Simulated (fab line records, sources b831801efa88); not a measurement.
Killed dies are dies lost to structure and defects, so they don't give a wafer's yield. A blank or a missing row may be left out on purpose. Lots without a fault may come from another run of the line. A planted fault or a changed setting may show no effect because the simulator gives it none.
fab line records | flow sky130
record lots=5 wafers=23
route steps=708 shown METAL2@502 CAPM@539 METAL3@568 VIA3@575 METAL4@598 CAP2M@610
start_h: hours from the record's first day to the start of the lot's first wafer shown | wait_h: hours since the lot's step before | " the same as in the row above | L1.1+2: a row that stands for several wafers | - no value, or no start given | * or withheld: withheld | < > ~ a bound
route shown NAME@n: a module of which the file shows steps, and the number in the route of the first | usual: mean/standard deviation of fault-free wafers | same: alike in all rows | chamber/n: place in a boat | sites: the reading at each site | _std_site: their standard deviation | _edge_site: outer sites' mean less inner sites' | radius_mm: how far each site lies from the wafer's centre | mask NAME#n: copy n | behind: the tool/chamber that last shaped the wafer | hold: why the lot was held/for how many hours/how that ended | device: the transistor (n, p or np) that didn't switch | end of line: the same wafers' tests at the end of the route | a step without rows: its recipe alone | killed: dies lost to structure and defects at the first sort, not the wafer's yield | map: a wafer's dies, x killed, . not, _ none there
set.NAME: the setting as run; set.NAME@STEP: as run at that earlier step | model.NAME: the simulator's own value behind a step, which no gauge read
lots whose settings were changed on purpose; a table a step, a row a wafer
## steps
# step SKY_METAL2_METAL_ETCH_19
# recipe target_depth_a=3600 stop_on=SiO2 over_etch_frac=0.3 time_s=78 chemistry=Cl2/BCl3 resist_sidewall_deg=88 pressure_mtorr=10 icp_w=900 bias_w=48.5 Cl2_flow_sccm=60 bcl3_flow_sccm=30
# columns lot.wafer tool chamber start_h wait_h set.icp_w set.dose_mj@METAL2_EXPOSE_12 model.METAL2.cd_nm model.KrF-thick_of_METAL2_COAT_10.thk_nm
L074.1 rie_metal-04 0 848.39 0.0 988 28 137.8 137.8
L074.3 " 0 " " 900 28.53 134.2 -
L074.4 " 1 " " 900 28.53 136.4 157.8
L074.5 " 0 " " 988 28 135.6 -
L074.6 " 1 " " 988 28.53 133.6 136.1
L079.1 rie_metal-04 1 876.03 0.0 900 26.66 147.3 -
L079.3 " 0 " " 900 26.66 148.6 155.1
L079.4 " 1 " " 900 28 140.8 155.1
L079.5 " 0 " " 900 28 137.1 -
L079.6 " 1 " " 900 26.66 146.8 -
L081.2 rie_metal-01 1 887.66 0.0 900 28 143.5 150
L081.3 " 1 " " 900 29.18 135.6 -
L081.4 " 0 " " 900 28 139.1 153.9
L081.5 " 1 " " 900 29.18 135 152.3
L081.6 " 0 " " 900 28 140.8 -
L084.1 rie_metal-03 0 892.94 0.0 900 28 140.8 164.6
L084.2 " 1 " " 900 27.35 144.2 153.6
L084.4 " 0 " " 827.5 27.35 146.5 178.9
L084.5 " 0 " " 827.5 27.35 146.7 -
L084.6 " 1 " " 827.5 28 142.3 168.4
L085.2 rie_metal-04 1 905.38 0.0 900 28 137.8 156.9
L085.3 " 0 " " 900 28 137.8 158.8
L085.6 " 0 " " 900 28 138.9 159.2
# step SKY_METAL2_STRIP_20
# recipe chemistry=O2/N2 power_w=1400 pressure_mtorr=1500 platen_temp_c=withheld o2_flow_sccm=3000 n2_flow_sccm=300 overash_fraction=0.5
# usual strip_time_to_endpoint_s=2.69/0.048
# columns lot.wafer tool chamber start_h wait_h set.icp_w@METAL2_METAL_ETCH_19 strip_time_to_endpoint_s
L074.1 plasma_asher-03 1 848.48 0.1 988 2.47
L074.3 " 1 " " 900 2.67
L074.4 " 0 " " 900 2.68
L074.5 " 0 " " 988 2.44
L074.6 " 1 " " 988 2.44
L079.1 plasma_asher-02 1 876.12 0.1 900 2.65
L079.3 " 1 " " 900 2.66
L079.4 " 0 " " 900 2.68
L079.5 " 1 " " 900 2.65
L079.6 " 0 " " 900 2.67
L081.2 plasma_asher-04 1 887.75 0.1 900 2.59
L081.3 " 0 " " 900 2.62
L081.4 " 1 " " 900 2.64
L081.5 " 0 " " 900 2.61
L081.6 " 1 " " 900 2.63
L084.1 plasma_asher-03 0 893.03 0.1 900 2.77
L084.2 " 1 " " 900 2.63
L084.4 " 0 " " 827.5 2.92
L084.5 " 1 " " 827.5 2.94
L084.6 " 0 " " 827.5 2.80
L085.2 plasma_asher-04 0 905.47 0.1 900 2.68
L085.3 " 1 " " 900 2.69
L085.6 " 1 " " 900 2.71
# step SKY_CAPM_SPUTTER_02
# recipe material=TiN target_thk_nm=200 temp_c=300 power_w=6500 time_s=166.7 chamber_pressure_pa=0.4
# columns lot.wafer tool chamber start_h wait_h set.power_w model.TiN_of_CAPM_SPUTTER_02.thk_nm
L074.1 pvd_sputter-02 - 876.28 0.1 5795 177.6
L074.3 " - " " 5795 176.6
L074.4 " - " " 6500 200
L074.5 " - " " 6500 200.4
L074.6 " - " " 5795 176.3
L079.1 pvd_sputter-04 - 904.28 0.1 6500 202.8
L079.3 " - " " 6500 201.8
L079.4 " - " " 7013 218
L079.5 " - " " 6500 202.4
L079.6 " - " " 7013 219.7
L081.2 pvd_sputter-03 - 916.81 0.0 6500 199.1
L081.3 " - " " 6250 188.5
L081.4 " - " " 6250 191.8
L081.5 " - " " 6500 196.7
L081.6 " - " " 6500 200
L084.1 pvd_sputter-04 - 920.91 0.1 6500 198.4
L084.2 " - " " 6187 190.9
L084.4 " - " " 6187 189.6
L084.5 " - " " 6500 198.8
L084.6 " - " " 6500 197.4
L085.2 pvd_sputter-04 - 932.74 0.0 6500 203.9
L085.3 " - " " 6500 204.6
L085.6 " - " " 6500 204.3
# step SKY_CAPM_RS_MEAS_03
# recipe thk_meas_gauge=four-point-probe reads=TiN_of_CAPM_SPUTTER_02
# usual CAPM_TIN_RS=6.90/0.088
# columns lot.wafer tool chamber start_h wait_h set.power_w@CAPM_SPUTTER_02 CAPM_TIN_RS[ohm/sq]
L074.1 film_metro-02 - 876.39 0.1 5795 7.80
L074.3 " - " " 5795 7.85
L074.4 " - " " 6500 6.90
L074.5 " - " " 6500 6.88
L074.6 " - " " 5795 7.87
L079.1 film_metro-02 - 904.39 0.1 6500 6.80
L079.3 " - " " 6500 6.84
L079.4 " - " " 7013 6.33
L079.5 " - " " 6500 6.82
L079.6 " - " " 7013 6.27
L081.2 film_metro-01 - 916.93 0.1 6500 6.95
L081.3 " - " " 6250 7.34
L081.4 " - " " 6250 7.22
L081.5 " - " " 6500 7.03
L081.6 " - " " 6500 6.92
L084.1 film_metro-04 - 921.01 0.1 6500 6.96
L084.2 " - " " 6187 7.25
L084.4 " - " " 6187 7.29
L084.5 " - " " 6500 6.95
L084.6 " - " " 6500 7.00
L085.2 film_metro-02 - 932.87 0.1 6500 6.77
L085.3 " - " " 6500 6.75
L085.6 " - " " 6500 6.76
# step SKY_CAPM_THK_MEAS_04
# recipe thk_meas_gauge=xrf reads=TiN_of_CAPM_SPUTTER_02
# usual CAPM_TIN_THK=197.9/2.6
# columns lot.wafer tool chamber start_h wait_h set.power_w@CAPM_SPUTTER_02 CAPM_TIN_THK[nm]
L074.1 film_metro-02 - 876.51 0.1 5795 175.2
L074.3 " - " " 5795 174.9
L074.4 " - " " 6500 198.1
L074.5 " - " " 6500 198.4
L074.6 " - " " 5795 174.5
L079.1 film_metro-02 - 904.51 0.1 6500 199.8
L079.3 " - " " 6500 199.0
L079.4 " - " " 7013 215.0
L079.5 " - " " 6500 200.4
L079.6 " - " " 7013 217.2
L081.2 film_metro-01 - 917.04 0.1 6500 195.1
L081.3 " - " " 6250 184.4
L081.4 " - " " 6250 187.8
L081.5 " - " " 6500 194.5
L081.6 " - " " 6500 195.2
L084.1 film_metro-04 - 921.13 0.1 6500 197.6
L084.2 " - " " 6187 189.2
L084.4 " - " " 6187 189.1
L084.5 " - " " 6500 197.5
L084.6 " - " " 6500 196.3
L085.2 film_metro-02 - 932.98 0.1 6500 200.3
L085.3 " - " " 6500 201.5
L085.6 " - " " 6500 201.3
# step SKY_CAPM_METAL_ETCH_13
# recipe target_depth_nm=220 stop_on=SiO2 chemistry=Cl2/BCl3 target=TiN pressure_mtorr=10 icp_w=900 bias_w=48.5 Cl2_flow_sccm=60 bcl3_flow_sccm=30 time_s=62.9
# usual oes_product_au=0.942/0.008
# columns lot.wafer tool chamber start_h wait_h set.bias_w set.power_w@CAPM_SPUTTER_02 oes_product_au model.CAPM.feature_depth_nm
L074.1 rie_metal-01 0 901.17 0.0 48.5 5795 0.880 -
L074.3 " 0 " " 48.5 5795 0.877 -
L074.4 " 1 " " 48.5 6500 0.945 200
L074.5 " 1 " " 48.5 6500 0.950 200.4
L074.6 " 0 " " 48.5 5795 0.870 -
L079.1 rie_metal-04 1 928.47 0.0 48.5 6500 0.949 202.8
L079.3 " 1 " " 48.5 6500 0.947 201.8
L079.4 " 0 " " 45.8 7013 0.978 -
L079.5 " 0 " " 45.8 6500 0.949 202.4
L079.6 " 1 " " 45.8 7013 0.985 -
L081.2 rie_metal-02 0 941.11 0.0 52.74 6500 0.942 200.1
L081.3 " 1 " " 52.74 6250 0.909 189.5
L081.4 " 0 " " 48.5 6250 0.918 191.8
L081.5 " 1 " " 48.5 6500 0.935 196.7
L081.6 " 0 " " 48.5 6500 0.938 200
L084.1 rie_metal-02 1 944.71 0.0 48.5 6500 0.933 198.4
L084.2 " 0 " " 48.5 6187 0.927 190.9
L084.4 " 0 " " 48.5 6187 0.908 189.6
L084.5 " 0 " " 48.5 6500 0.940 198.8
L084.6 " 1 " " 48.5 6500 0.933 197.4
L085.2 rie_metal-04 0 955.92 0.0 48.5 6500 0.951 203.9
L085.3 " 1 " " 48.5 6500 0.956 204.6
L085.6 " 1 " " 48.5 6500 0.942 204.3
# step SKY_METAL3_METAL_ETCH_18
# recipe target_depth_a=8450 stop_on=SiO2 over_etch_frac=0.3 time_s=183.1 chemistry=Cl2/BCl3 resist_sidewall_deg=88 pressure_mtorr=10 icp_w=900 bias_w=48.5 Cl2_flow_sccm=60 bcl3_flow_sccm=30
# usual oes_product_au=0.865/0.0049
# columns lot.wafer tool chamber start_h wait_h set.time_s oes_product_au model.KrF-thick_of_METAL3_COAT_08.thk_nm model.METAL3.cd_nm
L074.1 rie_metal-01 0 926.81 0.0 158.1 0.944 599.1 301.9
L074.3 " 1 " " 183.1 0.865 524 295.2
L074.4 " 0 " " 158.1 0.941 593.3 304.9
L074.5 " 0 " " 183.1 0.865 520.4 293.9
L074.6 " 1 " " 158.1 0.942 590.2 309.3
L079.1 rie_metal-03 0 953.16 0.0 183.1 0.866 534.5 303.8
L079.3 " 1 " " 208.9 0.854 437.2 284.8
L079.4 " 0 " " 183.1 0.866 536.1 302.6
L079.5 " 0 " " 183.1 0.870 529.4 300.8
L079.6 " 1 " " 208.9 0.860 433.3 282.4
L081.2 rie_metal-01 1 966.16 0.0 173.4 0.885 541.5 302.1
L081.3 " 1 " " 173.4 0.881 539.6 303
L081.4 " 0 " " 183.1 0.863 518.2 296.6
L081.5 " 1 " " 173.4 0.888 541 303.7
L081.6 " 0 " " 183.1 0.861 510.2 295
L084.1 rie_metal-01 1 969.71 0.0 197.1 0.859 475.9 293.9
L084.2 " 0 " " 183.1 0.866 524.5 292.6
L084.4 " 0 " " 183.1 0.873 525.6 295
L084.5 " 0 " " 197.1 0.863 477.7 294.5
L084.6 " 1 " " 183.1 0.866 520.8 296.7
L085.2 rie_metal-02 1 981.26 0.0 183.1 0.870 534.3 306.7
L085.3 " 1 " " 183.1 0.856 534.9 302.2
L085.6 " 0 " " 183.1 0.856 523.3 306.1
# step SKY_METAL3_STRIP_19
# recipe chemistry=O2/N2 power_w=1400 pressure_mtorr=1500 platen_temp_c=withheld o2_flow_sccm=3000 n2_flow_sccm=300 overash_fraction=0.5
# usual oes_product_au=0.500/0.0055 strip_time_to_endpoint_s=6.49/0.068
# columns lot.wafer tool chamber start_h wait_h set.time_s@METAL3_METAL_ETCH_18 oes_product_au strip_time_to_endpoint_s
L074.1 plasma_asher-03 0 926.99 0.1 158.1 0.521 7.25
L074.3 " 0 " " 183.1 0.508 6.50
L074.4 " 1 " " 158.1 0.530 7.20
L074.5 " 0 " " 183.1 0.503 6.47
L074.6 " 1 " " 158.1 0.523 7.14
L079.1 plasma_asher-04 1 953.34 0.1 183.1 0.505 6.59
L079.3 " 1 " " 208.9 0.471 5.63
L079.4 " 0 " " 183.1 0.505 6.64
L079.5 " 1 " " 183.1 0.499 6.54
L079.6 " 0 " " 208.9 0.462 5.58
L081.2 plasma_asher-01 1 966.34 0.1 173.4 0.509 6.67
L081.3 " 1 " " 173.4 0.502 6.64
L081.4 " 0 " " 183.1 0.497 6.45
L081.5 " 1 " " 173.4 0.507 6.66
L081.6 " 0 " " 183.1 0.491 6.36
L084.1 plasma_asher-01 1 969.89 0.1 197.1 0.483 6.01
L084.2 " 0 " " 183.1 0.502 6.52
L084.4 " 0 " " 183.1 0.501 6.52
L084.5 " 0 " " 197.1 0.491 6.02
L084.6 " 1 " " 183.1 0.497 6.49
L085.2 plasma_asher-01 0 981.44 0.1 183.1 0.508 6.60
L085.3 " 0 " " 183.1 0.509 6.62
L085.6 " 1 " " 183.1 0.500 6.50
# step SKY_VIA3_CMP_02
# recipe material=SiO2 down_force_psi=4 platen_rpm=60 pad_velocity_m_s=0.94248
# columns lot.wafer tool chamber start_h wait_h set.leave_above_ref_nm model.SiO2_of_VIA3_HDPCVD_00.thk_nm
L074.4 cmp-01 3 928.03 0.1 465 465.3
L074.3+1+5 " 0,1,2 " " 465 -
L074.6 " 3 " " 465 464.6
L079.3+5 cmp-02 1 954.21 0.1 484.3 -
L079.4 " 2 " " 484.3 482.7
L079.1 " 3 " " 465 465.9
L079.6 " 0 " " 465 465.8
L081.4 cmp-02 1 967.20 0.0 465 467
L081.3+5+6 " 3,1,2 " " 465 -
L081.2 " 0 " " 465 467.2
L084.2 cmp-01 0 970.77 0.0 487 486.8
L084.4 " 2 " " 465 463.7
L084.1 " 3 " " 465 -
L084.5 " 0 " " 465 465.5
L084.6 " 1 " " 487 486.6
L085.2 cmp-01 3 982.32 0.0 465 463.9
L085.3 " 0 " " 465 464.6
L085.6 " 0 " " 465 463.7
# step SKY_VIA3_DEHYDRATE_04
# recipe temp_c=200 time_s=60
# step SKY_VIA3_ETCH_14
# recipe chemistry=N2/H2 target=BARC ion_energy_ev=204.2 source_w=500 bias_w=100 pressure_mtorr=30 n2_flow_sccm=100 h2_flow_sccm=200 stop_on=SiO2 time_s=45.9 target_depth_a=600
# step SKY_VIA3_ETCH_15
# recipe target=SiO2 chemistry=C4F8/O2/Ar target_depth_nm=507 stop_on=TiN mask_material=KrF-thick source_w=1500 bias_w=1200 pressure_mtorr=40 c4f8_flow_sccm=withheld O2_flow_sccm=6 Ar_flow_sccm=300 time_s=78
# usual oes_product_au=0.946/0.0044
# columns lot.wafer tool chamber start_h wait_h set.leave_above_ref_nm@VIA3_CMP_02 oes_product_au model.VIA3.feature_depth_nm
L074.1 rie_diel-03 3 951.90 0.0 465 0.947 465.4
L074.3 " 2 " " 465 0.942 465.3
L074.4 " 1 " " 465 0.937 465.3
L074.5 " 3 " " 465 0.938 464.8
L074.6 " 2 " " 465 0.951 464.6
L079.1 rie_diel-01 3 977.79 0.0 465 0.946 465.9
L079.3 " 2 " " 484.3 0.963 486.3
L079.4 " 1 " " 484.3 0.964 482.6
L079.5 " 2 " " 484.3 0.962 485.3
L079.6 " 3 " " 465 0.945 465.7
L081.2 rie_diel-01 3 991.07 0.0 465 0.944 467.2
L081.3 " 1 " " 465 0.941 464.6
L081.4 " 0 " " 465 0.951 467
L081.5 " 1 " " 465 0.955 466.9
L081.6 " 2 " " 465 0.947 463
L084.1 rie_diel-04 0 994.04 0.0 465 0.944 463.4
L084.2 " 1 " " 487 0.974 486.8
L084.4 " 2 " " 465 0.950 463.7
L084.5 " 3 " " 465 0.946 465.5
L084.6 " 0 " " 487 0.977 486.6
L085.2 rie_diel-04 0 1005.14 0.0 465 0.952 463.9
L085.3 " 2 " " 465 0.945 464.6
L085.6 " 0 " " 465 0.942 463.7
# step SKY_METAL4_SPUTTER_00
# recipe material=Ti target_thk_nm=15 power_w=3000 time_s=10 chamber_pressure_pa=0.4
# columns lot.wafer tool chamber start_h wait_h set.time_s model.Ti_of_METAL4_SPUTTER_00.thk_nm
L074.1 pvd_sputter-01 - 953.22 0.1 11.33 16.56
L074.3 " - " " 11.33 16.94
L074.4 " - " " 10 14.77
L074.5 " - " " 11.33 16.91
L074.6 " - " " 10 14.83
L079.1 pvd_sputter-01 - 979.16 0.2 10 15.09
L079.3 " - " " 9.47 13.92
L079.4 " - " " 10 14.75
L079.5 " - " " 9.47 14.08
L079.6 " - " " 10 14.96
L081.2 pvd_sputter-01 - 993.09 0.1 10 15.18
L081.3 " - " " 10.8 16.19
L081.4 " - " " 10 15.08
L081.5 " - " " 10.8 16.46
L081.6 " - " " 10.8 16.11
L084.1 pvd_sputter-01 - 995.71 0.1 9.425 14.2
L084.2 " - " " 10 15.17
L084.4+6 " - " " 9.425 14.03
L084.5 " - " " 10 14.89
L085.2 pvd_sputter-04 - 1006.45 0.2 10 14.87
L085.3 " - " " 10 15.03
L085.6 " - " " 10 14.84
# step SKY_CAP2M_COAT_07
# recipe resist=NOVOLAK spin_rpm=3000 resist_thk_nm=1140
# columns lot.wafer tool chamber start_h wait_h set.spin_rpm model.NOVOLAK_of_CAP2M_COAT_07.thk_nm
L074.1+5 litho_track-01 0 965.74 0.1 2831 1172
L074.3 " 0 " " 3000 1142
L074.4+6 " 0 " " 3000 1139
L079.1+3 litho_track-02 0 991.28 0.1 3074 1126
L079.4 " 0 " " 3000 1138
L079.5 " 0 " " 3074 1125
L079.6 " 0 " " 3000 1137
L081.2 litho_track-02 0 1004.31 0.1 3154 1116
L081.3 " 0 " " 3154 1117
L081.4 " 0 " " 3000 1145
L081.5 " 0 " " 3000 1146
L081.6 " 0 " " 3154 1118
L084.1 litho_track-01 0 1007.49 0.1 3000 1139
L084.2 " 0 " " 3000 1138
L084.4+6 " 0 " " 3000 -
L084.5 " 0 " " 3000 1140
L085.2 litho_track-02 0 1017.96 0.1 3000 1135
L085.3 " 0 " " 3000 1136
L085.6 " 0 " " 3000 1137
# step SKY_CAP2M_SOFTBAKE_08
# recipe temp_c=90 time_s=60 resist=NOVOLAK
# columns lot.wafer tool chamber start_h wait_h set.time_s
L074.1+3+4+5+6 litho_track-01 0 965.89 0.1 60
L079.1+5+6 litho_track-02 0 991.43 0.1 63.74
L079.3+4 " 0 " " 60
L081.2+5 litho_track-02 0 1004.46 0.1 64.2
L081.3+4+6 " 0 " " 60
L084.1+6 litho_track-01 0 1007.64 0.1 60
L084.2+4+5 " 0 " " 51.55
L085.2+3+6 litho_track-02 0 1018.11 0.1 60
# step SKY_CAP2M_EXPOSE_09
# recipe mask_id=CAP2M na=0.6 source_shape=conventional sigma_outer=0.6 polarization=unpolarized target_cd_nm=1000 dose_mj=159
# step SKY_CAP2M_PEB_10
# recipe temp_c=withheld time_s=* resist=NOVOLAK
# step SKY_CAP2M_METAL_ETCH_13
# recipe target_depth_nm=220 stop_on=SiO2 chemistry=Cl2/BCl3 target=TiN pressure_mtorr=10 icp_w=900 bias_w=48.5 Cl2_flow_sccm=60 bcl3_flow_sccm=30 time_s=62.9
# step SKY_CAP2M_STRIP_14
# recipe chemistry=O2/N2 power_w=1400 pressure_mtorr=1500 platen_temp_c=withheld o2_flow_sccm=3000 n2_flow_sccm=300 overash_fraction=0.5
# usual strip_time_to_endpoint_s=12.63/0.045
# columns lot.wafer tool chamber start_h wait_h set.spin_rpm@CAP2M_COAT_07 strip_time_to_endpoint_s
L074.1 plasma_asher-01 1 976.97 0.1 2831 12.94
L074.3 " 0 " " 3000 12.66
L074.4 " 1 " " 3000 12.64
L074.5 " 1 " " 2831 12.96
L074.6 " 0 " " 3000 12.61
L079.1 plasma_asher-01 0 1002.20 0.1 3074 12.47
L079.3 " 0 " " 3074 12.48
L079.4 " 1 " " 3000 12.60
L079.5 " 0 " " 3074 12.43
L079.6 " 1 " " 3000 12.60
L081.2 plasma_asher-01 0 1016.25 0.1 3154 12.37
L081.3 " 0 " " 3154 12.36
L081.4 " 1 " " 3000 12.71
L081.5 " 1 " " 3000 12.67
L081.6 " 0 " " 3154 12.39
L084.1 plasma_asher-01 0 1018.70 0.1 3000 12.60
L084.2 " 1 " " 3000 12.68
L084.4 " 1 " " 3000 12.73
L084.5 " 1 " " 3000 12.73
L084.6 " 0 " " 3000 12.58
L085.2 plasma_asher-02 0 1029.55 0.1 3000 12.56
L085.3 " 0 " " 3000 12.58
L085.6 " 1 " " 3000 12.59
# step SKY_METAL4_METAL_ETCH_18
# recipe target_depth_a=8450 stop_on=SiO2 over_etch_frac=0.3 time_s=183.1 chemistry=Cl2/BCl3 resist_sidewall_deg=88 pressure_mtorr=10 icp_w=900 bias_w=48.5 Cl2_flow_sccm=60 bcl3_flow_sccm=30
# usual oes_product_au=0.864/0.0063
# columns lot.wafer tool chamber start_h wait_h set.over_etch_frac oes_product_au
L074.1 rie_metal-01 0 1000.48 0.0 0.3339 0.850
L074.3 " 0 " " 0.3339 0.853
L074.4 " 0 " " 0.3339 0.859
L074.5 " 0 " " 0.3 0.864
L074.6 " 0 " " 0.3 0.863
L079.1 rie_metal-04 0 1025.67 0.0 0.2299 0.890
L079.3 " 1 " " 0.3 0.871
L079.4 " 0 " " 0.2299 0.899
L079.5 " 1 " " 0.3 0.862
L079.6 " 0 " " 0.3 0.859
L081.2 rie_metal-03 1 1039.74 0.0 0.3 0.869
L081.3 " 0 " " 0.3 0.870
L081.4 " 1 " " 0.3 0.871
L081.5 " 1 " " 0.3 0.858
L081.6 " 0 " " 0.3 0.863
L084.1 rie_metal-03 0 1042.77 0.0 0.3 0.848
L084.2 " 1 " " 0.3 0.860
L084.4 " 1 " " 0.3 0.861
L084.5 " 1 " " 0.3 0.861
L084.6 " 0 " " 0.3 0.860
L085.2 rie_metal-03 1 1053.01 0.0 0.3 0.860
L085.3 " 0 " " 0.3 0.862
L085.6 " 0 " " 0.3 0.864
## key
split step=SKY_METAL2_METAL_ETCH_19 setting=icp_w stated=900 by=wafer
response step=SKY_METAL2_METAL_ETCH_19 reading=model.KrF-thick_of_METAL2_COAT_10.thk_nm change=-1.97 per=1% r=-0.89
response step=SKY_METAL2_STRIP_20 reading=strip_time_to_endpoint_s change=* per=1% r=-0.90
split step=SKY_CAPM_SPUTTER_02 setting=power_w stated=6500 by=wafer
response step=SKY_CAPM_SPUTTER_02 reading=model.TiN_of_CAPM_SPUTTER_02.thk_nm change=+2.08 per=1% r=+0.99
response step=SKY_CAPM_RS_MEAS_03 reading=CAPM_TIN_RS change=-0.0783 per=1% r=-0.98
response step=SKY_CAPM_THK_MEAS_04 reading=CAPM_TIN_THK change=+2.09 per=1% r=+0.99
response step=SKY_CAPM_METAL_ETCH_13 reading=oes_product_au change=+0.0056 per=1% r=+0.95
response step=SKY_CAPM_METAL_ETCH_13 reading=model.CAPM.feature_depth_nm change=+1.84 per=1% r=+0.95
split step=SKY_CAPM_METAL_ETCH_13 setting=bias_w stated=48.5 by=wafer
response none clear
split step=SKY_METAL3_METAL_ETCH_18 setting=time_s stated=183.1 by=wafer
response step=SKY_METAL3_METAL_ETCH_18 reading=oes_product_au shape=bent at_lowest=0.942 at_stated=0.865 at_highest=0.857
response step=SKY_METAL3_METAL_ETCH_18 reading=model.KrF-thick_of_METAL3_COAT_08.thk_nm change=-6.07 per=1% r=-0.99
response step=SKY_METAL3_METAL_ETCH_18 reading=model.METAL3.cd_nm change=-0.963 per=1% r=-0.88
response step=SKY_METAL3_STRIP_19 reading=oes_product_au change=-0.00197 per=1% r=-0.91
response step=SKY_METAL3_STRIP_19 reading=strip_time_to_endpoint_s change=* per=1% r=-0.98
split step=SKY_VIA3_CMP_02 setting=leave_above_ref_nm stated=465 by=wafer
response step=SKY_VIA3_CMP_02 reading=model.SiO2_of_VIA3_HDPCVD_00.thk_nm change=+4.46 per=1% r=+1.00
response step=SKY_VIA3_ETCH_15 reading=oes_product_au change=+0.00522 per=1% r=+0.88
response step=SKY_VIA3_ETCH_15 reading=model.VIA3.feature_depth_nm change=+4.67 per=1% r=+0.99
split step=SKY_METAL4_SPUTTER_00 setting=time_s stated=10 by=wafer
response step=SKY_METAL4_SPUTTER_00 reading=model.Ti_of_METAL4_SPUTTER_00.thk_nm change=+0.152 per=1% r=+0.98
split step=SKY_CAP2M_COAT_07 setting=spin_rpm stated=3000 by=wafer
response step=SKY_CAP2M_COAT_07 reading=model.NOVOLAK_of_CAP2M_COAT_07.thk_nm change=-5.54 per=1% r=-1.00
response step=SKY_CAP2M_STRIP_14 reading=strip_time_to_endpoint_s change=* per=1% r=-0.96
split step=SKY_CAP2M_SOFTBAKE_08 setting=time_s stated=60 by=wafer
response none clear
split step=SKY_METAL4_METAL_ETCH_18 setting=over_etch_frac stated=0.3 by=wafer
response step=SKY_METAL4_METAL_ETCH_18 reading=oes_product_au change=-0.00122 per=1% r=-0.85
split outside_this_file step=SKY_METAL2_EXPOSE_12 setting=dose_mj
# split outside_this_file: this setting was split too, and the file shows its column; the key of that split is in another file
